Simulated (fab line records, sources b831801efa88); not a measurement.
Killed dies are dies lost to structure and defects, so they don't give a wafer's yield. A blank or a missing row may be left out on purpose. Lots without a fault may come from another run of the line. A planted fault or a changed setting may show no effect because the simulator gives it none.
A struck lot beside a sound one | flow sky130 | 15 steps out of a route of 708
Sound: wafers L628.1, L628.5, L628.6. Struck: wafers L632.3, L632.4, L632.6. The cause comes at the end.
At each step with rows: each side's tool, then ch and its chambers, then its first start. Under that, the readings that differ: sound wafers | struck wafers | difference of the means | sigmas: that difference in standard deviations of wafers without a fault.
alike: readings whose means differ by less than 2 such deviations, and words and numbers that are the same on both sides. not compared: withheld readings, readings that some wafer has no value for, bounds like >300 that may hide the same value, and numbers for which the record gives no deviation and whose values overlap.
The two part at a step that has a row with sigmas, a row that says differs or no value, or rows on one side only. Numbers that don't overlap but have no deviation are shown without sigmas and don't part them. A reading that every wafer of one side lacks parts them only if that side has two wafers or more.

SKY_POLY_GATE_THK_MEAS_01:
  sound on film_metro-01, day 15 03:28; struck on film_metro-04, day 16 09:21
  alike: POLY_GATE_CVD_00_THK
then, 8 steps without rows for these wafers: SKY_RES_PROTECT_DEHYDRATE_00 (time 60 s); SKY_RES_PROTECT_HMDS_01 (prime time 60 s); SKY_RES_PROTECT_COAT_02 (resist thk 1140 nm); SKY_RES_PROTECT_SOFTBAKE_03 (time 60 s); SKY_RES_PROTECT_EXPOSE_04 (exposes mask RPM, target cd 1270 nm); SKY_RES_PROTECT_PEB_05; SKY_RES_PROTECT_DEVELOP_06 (develop time 60 s); SKY_POLY_GATE_IMPLANT_02.
SKY_RES_PROTECT_STRIP_07: strips in O2/N2.
  sound on plasma_asher-04 ch 0,1, day 16 07:08; struck on plasma_asher-02 ch 0,1, day 17 14:38
  alike: drypump_motor_current_A, n2_flow_sccm, oes_product_au, strip_time_to_endpoint_s
  not compared: rf_hours_counter_h
SKY_RES_PROTECT_TW_MEAS_08:
  sound on film_metro-03, day 16 07:14; struck on film_metro-02, day 17 14:43
  reading      | sound          | struck         | difference | sigmas
  POLY_GATE_TW | 4022 4041 4045 | 4126 4103 4109 | +77        | +3
then, 1 step without rows for these wafers: SKY_RES_PROTECT_CLEAN_09 (cleans in SC1/SC2, time 150 s).
SKY_POLY_GATE_CVD_03: deposits Si3N4 from DCS/NH3, target thk 75 nm, time 1290 s.
  sound on lpcvd-02 ch 1, day 16 08:29; struck on lpcvd-02 ch 1, day 17 17:14
  reading                                     | sound             | struck           | difference | sigmas
  model.Si3N4_of_POLY_GATE_CVD_03.thk_nm (nm) | 74.45 73.57 73.02 | 42.49 41.9 42.23 | -31.47     |
  alike: zone_power_centre_pct
SKY_POLY_GATE_THK_MEAS_04:
  sound on film_metro-01, day 16 09:50; struck on film_metro-01, day 17 18:50
  reading                   | sound          | struck         | difference | sigmas
  POLY_GATE_CVD_03_THK (nm) | 74.5 73.6 73.0 | 42.5 42.0 42.3 | -31.4      | -46
  not compared: hold
then, 1 step without rows for these wafers: SKY_PAD_OPEN_PROBE_99.

WHERE THEY PART
First at SKY_RES_PROTECT_TW_MEAS_08; last, within this record, at SKY_POLY_GATE_THK_MEAS_04.

WHY: what the simulator had put in
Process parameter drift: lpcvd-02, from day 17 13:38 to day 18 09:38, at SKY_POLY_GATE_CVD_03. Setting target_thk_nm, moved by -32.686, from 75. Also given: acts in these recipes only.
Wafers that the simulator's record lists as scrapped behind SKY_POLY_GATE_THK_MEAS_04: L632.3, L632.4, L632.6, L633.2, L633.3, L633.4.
